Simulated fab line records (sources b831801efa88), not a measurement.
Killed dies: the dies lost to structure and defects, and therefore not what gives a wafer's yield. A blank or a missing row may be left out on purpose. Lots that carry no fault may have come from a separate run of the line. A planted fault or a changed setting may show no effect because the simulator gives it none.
fab line records	flow gf180mcu
record: lots: 14	wafers: 42	last_day: 34
route steps=602 shown HV_LDD@228 NSD@243
lots untouched by any fault: they come from a run of this same line in which no faults occurred
start_h: hours from the record's first day to the start of the lot's first wafer shown	wait_h: time in hours since the lot's previous step	" the same as in the row above	L1.1+2: a row that stands for several wafers	- value missing, or start not given	* or withheld: withheld	< > ~ a bound
route shown NAME@n: a module of which the file shows steps, and the number in the route of the first	usual: mean/standard deviation of fault-free wafers	same: alike in all rows	chamber/n: place in a boat	sites: readings site by site	_std_site: how widely they spread, as a standard deviation	_edge_site: mean of outer sites minus mean of inner sites	radius_mm: how far each site lies from the wafer's centre	mask NAME#n: copy n	behind: the last tool/chamber to shape the wafer	hold: why the lot went on hold/how many hours it stayed there/how the hold came to an end	device: the transistor (n, p or np) that didn't switch	end of line: the same wafers' tests at the end of the route	for a step that has no rows: nothing shown but its recipe	killed: the dies lost at the first sort to structure and to defects; this is not the yield of the wafer	map: a wafer's dies, marking killed ones x, the rest . and places with no die _
set.NAME: the setting the step ran with; set.NAME@STEP: the setting that earlier step ran with	model.NAME: the simulator's own value behind a step, which no gauge read
the route's steps for a sample of lots (tables are steps, rows are wafers)
services: when a tool's chamber went out of use (start_h, in hours from the record's first day, below 0 if earlier), for how many hours, and the reason
== steps ==
step: GF_HV_LDD_RTA_52
recipe: temp_c: 1000	time_s: 10	ambient: N2
usual: anneal_temp_c_max: 1006.1/1.8	chamber_o2_ppm: 2.002/0.022	lamp_power_pct: 34/8.2	wafer_temp_C_max: 1003.8/0.78
lot.wafer	tool	chamber	start_h	wait_h	anneal_temp_c_max	chamber_o2_ppm	lamp_power_pct	wafer_temp_C_max
L807.1	rtp_anneal-02	0	307.87	0.0	1007.3	1.970	43	1003.4
L807.4	"	0	"	"	1006.9	2.003	43	1003.6
L807.5	"	0	"	"	1007.6	2.021	43	1002.8
L809.1	rtp_anneal-01	0	321.17	0.0	1005.7	1.957	27	1003.6
L809.4	"	0	"	"	1004.2	1.946	27	1003.2
L809.6	"	0	"	"	1003.5	2.007	27	1003.8
L810.1	rtp_anneal-01	0	332.87	0.0	1005.2	1.981	27	1004.2
L810.2	"	0	"	"	1003.7	2.013	27	1003.6
L810.4	"	0	"	"	1005.3	1.991	27	1004.3
L812.1	rtp_anneal-01	0	352.00	0.0	1005.8	1.996	27	1004.1
L812.4	"	0	"	"	1003.7	2.014	27	1004.0
L812.6	"	0	"	"	1005.6	2.030	27	1003.8
L813.3	rtp_anneal-02	-	354.73	0.0	-	-	-	-
L813.4	"	-	"	"	-	-	-	-
L813.5	"	-	"	"	-	-	-	-
L814.2	rtp_anneal-02	-	367.31	0.0	-	-	-	-
L814.5	"	-	"	"	-	-	-	-
L814.6	"	-	"	"	-	-	-	-
L816.3	rtp_anneal-01	0	382.93	0.0	1005.9	2.027	27	1003.6
L816.4	"	0	"	"	1004.5	2.035	27	1002.6
L816.6	"	0	"	"	1003.5	2.032	27	1003.2
L820.2	rtp_anneal-01	0	416.63	0.0	1004.4	1.980	27	1004.8
L820.4	"	0	"	"	1004.8	1.970	27	1003.7
L820.5	"	0	"	"	1005.7	2.008	27	1003.2
L821.1	rtp_anneal-01	0	422.11	0.0	1006.0	2.023	27	1004.0
L821.5	"	0	"	"	1003.6	1.997	27	1003.1
L821.6	"	0	"	"	1004.0	1.979	27	1004.0
L822.1	rtp_anneal-01	0	433.21	0.0	1004.7	2.007	27	1002.8
L822.2	"	0	"	"	1006.9	1.981	27	1003.3
L822.5	"	0	"	"	1004.4	2.015	27	1003.4
L823.3	rtp_anneal-01	0	438.79	0.0	1004.2	2.000	27	1004.8
L823.4	"	0	"	"	1006.3	1.969	27	1004.3
L823.5	"	0	"	"	1004.8	2.028	27	1004.5
L824.1	rtp_anneal-01	0	449.26	0.0	1006.2	2.053	27	1004.1
L824.4	"	0	"	"	1004.6	1.994	27	1002.8
L824.5	"	0	"	"	1004.8	2.005	27	1002.8
L825.3	rtp_anneal-02	0	455.03	0.0	1008.8	1.992	43	1003.7
L825.5	"	0	"	"	1009.4	1.961	43	1003.5
L825.6	"	0	"	"	1006.7	1.974	43	1004.9
L826.2	rtp_anneal-02	0	464.61	0.0	1006.3	2.009	43	1002.3
L826.5	"	0	"	"	1008.4	2.018	43	1003.5
L826.6	"	0	"	"	1008.7	1.992	43	1002.5
step: GF_HV_LDD_RS_MEAS_53
recipe: thk_meas_gauge: four-point-probe
usual: HV_LDD_RS: 418.4/0.81
lot.wafer	tool	chamber	start_h	wait_h	HV_LDD_RS[ohm/sq]
L807.1	film_metro-04	-	307.94	0.1	417.8
L807.4	"	-	"	"	418.9
L807.5	"	-	"	"	418.3
L809.1	film_metro-01	-	321.24	0.1	418.9
L809.4	"	-	"	"	418.4
L809.6	"	-	"	"	417.9
L810.1	film_metro-03	-	332.94	0.1	418.0
L810.2	"	-	"	"	419.4
L810.4	"	-	"	"	420.0
L812.1	film_metro-04	-	352.07	0.1	419.5
L812.4	"	-	"	"	420.2
L812.6	"	-	"	"	418.7
L813.3	film_metro-03	-	354.82	0.1	-
L813.4	"	-	"	"	-
L813.5	"	-	"	"	-
L814.2	film_metro-03	-	367.39	0.1	-
L814.5	"	-	"	"	-
L814.6	"	-	"	"	-
L816.3	film_metro-03	-	383.01	0.1	419.0
L816.4	"	-	"	"	417.7
L816.6	"	-	"	"	418.2
L820.2	film_metro-04	-	416.71	0.1	418.9
L820.4	"	-	"	"	418.7
L820.5	"	-	"	"	418.6
L821.1	film_metro-01	-	422.18	0.1	419.2
L821.5	"	-	"	"	419.0
L821.6	"	-	"	"	418.7
L822.1	film_metro-01	-	433.28	0.1	418.4
L822.2	"	-	"	"	417.7
L822.5	"	-	"	"	417.7
L823.3	film_metro-04	-	438.87	0.1	418.2
L823.4	"	-	"	"	416.8
L823.5	"	-	"	"	417.5
L824.1	film_metro-03	-	449.33	0.1	418.3
L824.4	"	-	"	"	417.9
L824.5	"	-	"	"	418.2
L825.3	film_metro-01	-	455.12	0.1	419.2
L825.5	"	-	"	"	418.4
L825.6	"	-	"	"	420.1
L826.2	film_metro-03	-	464.69	0.1	416.9
L826.5	"	-	"	"	418.2
L826.6	"	-	"	"	417.5
step: GF_HV_LDD_ETCHBACK_58
recipe: chemistry: CH3F/O2	target: Si3N4	stop_on: SiO2	source_w: 400	bias_w: 80	pressure_mtorr: 25	ch3f_flow_sccm: 40	O2_flow_sccm: 30	time_s: 100	target_depth_a: 900
usual: drypump_motor_current_A: 5.7/0.42	oes_product_au: 0.840/0.0066	throttle_valve_pct: 10.562/0.0094
lot.wafer	tool	chamber	start_h	wait_h	drypump_motor_current_A	oes_product_au	rf_hours_counter_h	throttle_valve_pct
L807.1	rie_diel-02	1	310.63	0.1	6.1	0.838	0	10.563
L807.4	"	0	"	"	5.6	0.840	92	10.566
L807.5	"	1	"	"	6.2	0.839	-	10.583
L809.1	rie_diel-02	2	323.93	0.1	6.1	0.846	33	10.581
L809.4	"	2	"	"	6.0	0.839	-	10.545
L809.6	"	1	"	"	6.1	0.838	-	10.574
L810.1	rie_diel-02	1	336.13	0.1	6.1	0.846	1	10.558
L810.2	"	0	"	"	5.5	0.833	93	10.566
L810.4	"	2	"	"	6.0	0.833	33	10.559
L812.1	rie_diel-03	3	357.36	0.1	5.1	0.847	113	10.573
L812.4	"	2	"	"	5.7	0.837	16	10.559
L812.6	"	3	"	"	5.1	0.849	-	10.567
L813.3	rie_diel-04	0	359.87	0.0	6.2	0.840	115	10.575
L813.4	"	2	"	"	5.6	0.852	86	10.570
L813.5	"	1	"	"	6.0	0.846	-	10.560
L814.2	rie_diel-04	1	370.57	0.0	6.0	0.833	56	10.578
L814.5	"	1	"	"	6.0	0.835	-	10.567
L814.6	"	0	"	"	6.2	0.836	-	10.539
L816.3	rie_diel-03	0	385.66	0.0	4.7	0.836	4	10.552
L816.4	"	3	"	"	5.1	0.836	114	10.563
L816.6	"	3	"	"	5.1	0.842	-	10.565
L820.2	rie_diel-02	0	419.38	0.0	5.5	0.843	95	10.560
L820.4	"	3	"	"	5.9	0.841	5	10.557
L820.5	"	1	"	"	6.2	0.838	-	10.563
L821.1	rie_diel-02	0	424.87	0.1	5.5	0.836	95	10.573
L821.5	"	0	"	"	5.5	0.843	-	10.573
L821.6	"	3	"	"	5.9	0.840	-	10.566
L822.1	rie_diel-02	3	435.97	0.1	6.0	0.830	6	10.556
L822.2	"	2	"	"	6.0	0.837	36	10.553
L822.5	"	0	"	"	5.6	0.821	-	10.566
L823.3	rie_diel-04	0	441.52	0.0	6.3	0.835	1	10.564
L823.4	"	3	"	"	5.8	0.827	-	10.555
L823.5	"	2	"	"	5.6	0.831	-	10.560
L824.1	rie_diel-02	2	452.53	0.1	6.0	0.828	36	10.577
L824.4	"	1	"	"	6.1	0.836	4	10.570
L824.5	"	3	"	"	5.9	0.833	-	10.559
L825.3	rie_diel-02	3	457.77	0.0	5.9	0.833	6	10.559
L825.5	"	1	"	"	6.2	0.846	-	10.576
L825.6	"	2	"	"	6.0	0.829	-	10.569
L826.2	rie_diel-04	0	467.36	0.0	6.2	0.838	2	10.556
L826.5	"	3	"	"	5.8	0.848	-	10.557
L826.6	"	0	"	"	6.2	0.854	-	10.561
step: GF_NSD_OVL_MEAS_08
usual: NSD_OVL: 0.0/1.3
lot.wafer	tool	chamber	start_h	wait_h	NSD_OVL[nm]
L807.1	overlay-02	-	331.60	0.1	1.3
L807.4	"	-	"	"	2.2
L807.5	"	-	"	"	2.0
L809.1	overlay-01	-	345.12	0.1	-2.2
L809.4	"	-	"	"	-1.1
L809.6	"	-	"	"	-0.3
L810.1	overlay-02	-	358.21	0.1	-1.0
L810.2	"	-	"	"	-1.0
L810.4	"	-	"	"	0.2
L812.1	overlay-02	-	379.66	0.1	-0.4
L812.4	"	-	"	"	-1.9
L812.6	"	-	"	"	-1.0
L816.3	overlay-01	-	409.26	0.1	-2.4
L816.4	"	-	"	"	1.5
L816.6	"	-	"	"	0.5
L820.2	overlay-01	-	444.10	0.1	-0.1
L820.4	"	-	"	"	1.4
L820.5	"	-	"	"	-1.3
L821.1	overlay-01	-	449.28	0.1	0.3
L821.5	"	-	"	"	0.1
L821.6	"	-	"	"	-0.3
L822.1	overlay-01	-	461.01	0.1	0.0
L822.2	"	-	"	"	-0.8
L822.5	"	-	"	"	1.1
L823.3	overlay-01	-	465.96	0.1	0.0
L823.4	"	-	"	"	-0.8
L823.5	"	-	"	"	-0.4
L824.1	overlay-02	-	477.10	0.1	0.7
L824.4	"	-	"	"	-0.6
L824.5	"	-	"	"	-1.4
L825.3	overlay-02	-	482.31	0.1	-0.9
L825.5	"	-	"	"	-0.4
L825.6	"	-	"	"	-0.7
L826.2	overlay-01	-	491.35	0.1	1.4
L826.5	"	-	"	"	0.4
L826.6	"	-	"	"	0.7
step: GF_NSD_TW_MEAS_12
usual: NSD_TW: 4241/71
lot.wafer	tool	chamber	start_h	wait_h	NSD_TW
L807.1	film_metro-01	-	332.03	0.1	4154
L807.4	"	-	"	"	4098
L807.5	"	-	"	"	4109
L809.1	film_metro-02	-	345.55	0.1	4259
L809.4	"	-	"	"	4284
L809.6	"	-	"	"	4283
L810.1	film_metro-04	-	358.64	0.1	4271
L810.2	"	-	"	"	4259
L810.4	"	-	"	"	4254
L812.1	film_metro-04	-	380.09	0.1	4327
L812.4	"	-	"	"	4297
L812.6	"	-	"	"	4317
L816.3	film_metro-04	-	409.70	0.1	4257
L816.4	"	-	"	"	4246
L816.6	"	-	"	"	4251
L820.2	film_metro-02	-	444.54	0.1	4330
L820.4	"	-	"	"	4312
L820.5	"	-	"	"	4321
L821.1	film_metro-02	-	449.71	0.1	4294
L821.5	"	-	"	"	4292
L821.6	"	-	"	"	4317
L822.1	film_metro-02	-	461.45	0.1	4322
L822.2	"	-	"	"	4277
L822.5	"	-	"	"	4271
L823.3	film_metro-02	-	466.40	0.1	4311
L823.4	"	-	"	"	4296
L823.5	"	-	"	"	4306
L824.1	film_metro-01	-	477.53	0.1	4114
L824.4	"	-	"	"	4133
L824.5	"	-	"	"	4136
L825.3	film_metro-01	-	482.75	0.1	4180
L825.5	"	-	"	"	4168
L825.6	"	-	"	"	4168
L826.2	film_metro-01	-	491.79	0.1	4160
L826.5	"	-	"	"	4172
L826.6	"	-	"	"	4148
== services ==
tool	chamber	start_h	hours	kind
rie_diel-02	0	321.79	12.3	repair
rie_diel-03	-	334.15	0.5	repair
rie_diel-03	-	348.50	4.4	repair
rie_diel-04	1	351.23	8.0	repair
rie_diel-02	1	354.77	1.4	repair
rie_diel-03	2	376.62	2.6	repair
rie_diel-04	0	384.53	5.7	repair
rie_diel-04	0	390.26	-	clean
rie_diel-04	0	390.26	11.3	scheduled_down
rie_diel-04	0	390.26	11.3	vent_cycle
rie_diel-04	1	400.48	2.7	repair
rie_diel-04	3	400.70	3.1	repair
rie_diel-03	3	402.64	-	clean
rie_diel-03	3	402.64	18.7	scheduled_down
rie_diel-03	3	402.64	18.7	vent_cycle
rie_diel-03	0	421.66	8.4	repair
rie_diel-03	-	421.82	28.1	pm
rie_diel-04	1	430.95	16.1	repair
rie_diel-04	0	451.51	6.2	repair
== key ==
first_sign: step: GF_HV_LDD_RTA_52	reading: tool_record	direction: missing
effect: step: GF_HV_LDD_RS_MEAS_53	reading: HV_LDD_RS	direction: missing
met_at GF_HV_LDD_RTA_52
struck_lots L813,L814
later_rows_left_out L813.3,L813.4,L813.5,L814.2,L814.5,L814.6
sort_left_out L813.3,L813.4,L813.5,L814.2,L814.5,L814.6
tester_left_out L813,L814
not_acting_at GF_HV_LDD_ETCHBACK_58,GF_NSD_OVL_MEAS_08,GF_NSD_TW_MEAS_12
onset_between 307.87 354.73
fault: kind: skipped_step_whole	tool: rtp_anneal-02	chamber: -	onset_h: 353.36	steps: GF_HV_LDD_RTA_52	scope: struck_lots_only
tester_left_out: of these lots the tester's yield and bins aren't shown, on N5 and GAA mostly nor the transistor test; their killed dies are dies lost to structure and defects alone, not to doping, threshold or leakage, so they don't give the yield
sort_left_out: the simulated sort isn't trusted on such a fault, so these wafers' sort isn't shown, and their yield isn't known
later_rows_left_out: the simulator's readings of these wafers behind a module that went badly wrong aren't trusted and aren't shown, but for the sort
